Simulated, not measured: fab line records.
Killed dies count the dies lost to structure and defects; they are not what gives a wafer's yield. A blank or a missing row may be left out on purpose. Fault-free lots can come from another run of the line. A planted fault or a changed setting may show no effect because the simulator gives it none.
A struck lot beside a sound one	flow gf180mcu	20 steps out of a route of 602
Sound: wafers L579.1, L579.2, L579.4. The struck wafers were L594.1, L594.3, L594.5. At the end, the cause is stated.
For every step that has rows: the tool of each side, followed by ch and its chambers, followed by its first start. Under that, the readings that differ: sound wafers	struck wafers	difference of the means	sigmas: that difference in standard deviations of wafers without a fault.
alike: words and numbers the same on both sides, and readings whose means are apart by under 2 such deviations; not compared: readings that were withheld, readings missing a value for some wafer, numbers with overlapping values and no deviation given by the record, and bounds like >300 which may hide the same value.
A row with sigmas, a row that says differs or no value, or rows on one side alone: a step with any of these is where the two part. When numbers do not overlap yet have no deviation, they are printed without sigmas and do not part them. Lack of a reading on every wafer of one side parts them only where that side has two or more wafers.

first, 1 step without rows for these wafers: GF_V1_CVD_00 (deposits SiO2, target thk 600 nm, time 100 s).
GF_V1_THK_MEAS_01:
  sound on film-metro-04 at day 17 03:27; struck on film-metro-02 at day 23 06:26
  alike: V1_CVD_00_THK
GF_V1_CVD_02: deposits SiO2 from TEOS, target thk 850 nm, time 94.851 s.
  sound on pecvd-01 ch 0,1,2, day 17 03:31; struck on pecvd-02 ch 0,1,2, day 23 06:29
  alike: heater-power-w
GF_V1_THK_MEAS_03:
  sound on film-metro-01 at day 17 03:35; struck on film-metro-04 at day 23 06:34
  alike: V1_CVD_02_THK
GF_V1_CMP_04: polishes SiO2.
  sound on cmp-02 ch 0,1,2, day 17 03:38; struck on cmp-02 ch 0,1,3, day 23 06:40
  alike: motor-current-A, time-to-endpoint-s
GF_V1_BOW_MEAS_05:
  sound on film-metro-02 at day 17 03:56; struck on film-metro-01 at day 23 06:55
  alike: V1_BOW
then, 6 steps without rows for these wafers: GF_V1_DEHYDRATE_06 (time 60 s); GF_V1_HMDS_07 (prime time 60 s); GF_V1_COAT_08; GF_V1_COAT_09 (resist thk 1000 nm); GF_V1_SOFTBAKE_10 (time 60 s); GF_V1_EXPOSE_11 (exposes mask Via1, target cd 260 nm).
GF_V1_PEB_12: peb time 90 s.
  sound on litho-track-04 ch 0, day 18 02:02; struck on litho-track-01 ch 0, day 24 05:33
reading	sound	struck	difference	sigmas
heater-power-total-W (W)	85.67 85.65 85.69	89.69 89.60 89.53	+3.94	+49
then, 1 step without rows for these wafers: GF_V1_DEVELOP_13 (develop time 60 s).
GF_V1_CD_MEAS_14: the cd target is 260 nm.
  sound on cd-sem-02 at day 18 02:23; struck on cd-sem-01 at day 24 05:54
reading	sound	struck	difference	sigmas
cd-nm (nm)	259.1 259.2 259.5	256.4 256.5 256.3	-2.9	-2
GF_V1_OVL_MEAS_15:
  sound on overlay-02 at day 18 02:31; struck on overlay-01 at day 24 06:01
  alike: V1_OVL
GF_V1_ETCH_16: etches BARC in N2/H2.
  sound on rie-diel-04 ch 2,3, day 18 02:33; struck on rie-diel-03 ch 1,2, day 24 06:04
reading	sound	struck	difference	sigmas
model.V1.cd-nm (nm)	258.8 261.9 259.6	256.8 255.8 256.1	-3.9	
  alike: drypump-motor-current-A, oes-product-au, throttle-valve-pct
GF_V1_ETCH_17: etches SiO2 in C4F8/O2/Ar, stops on TiN, target depth 630 nm.
  sound: rie-diel-04 ch 2,3; struck: rie-diel-03 ch 1,2
reading	sound	struck	difference	sigmas
model.V1.cd-nm (nm)	259.9 261.3 260.5	256.6 256.5 255.6	-4.3	
  alike: oes-product-au
GF_V1_STRIP_18: strips in O2/N2.
  sound on plasma-asher-01 ch 0,1, day 18 02:41; struck on plasma-asher-02 ch 0,1, day 24 06:11
reading	sound	struck	difference	sigmas
heater-power-w (W)	405 329 412	334 252 255	-102	-2
  alike: drypump-motor-current-A, oes-product-au, platen-temp-c
  not compared: rf-hours-counter-h
then, 1 step without rows for these wafers: GF_PASSIVATION_PROBE_99.

WHERE THEY PART
Earliest at GF_V1_PEB_12; latest, in this record, at GF_V1_STRIP_18.

WHY: the cause the simulator had injected
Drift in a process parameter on litho-track-01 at GF_V1_PEB_12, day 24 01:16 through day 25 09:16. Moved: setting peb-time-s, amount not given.
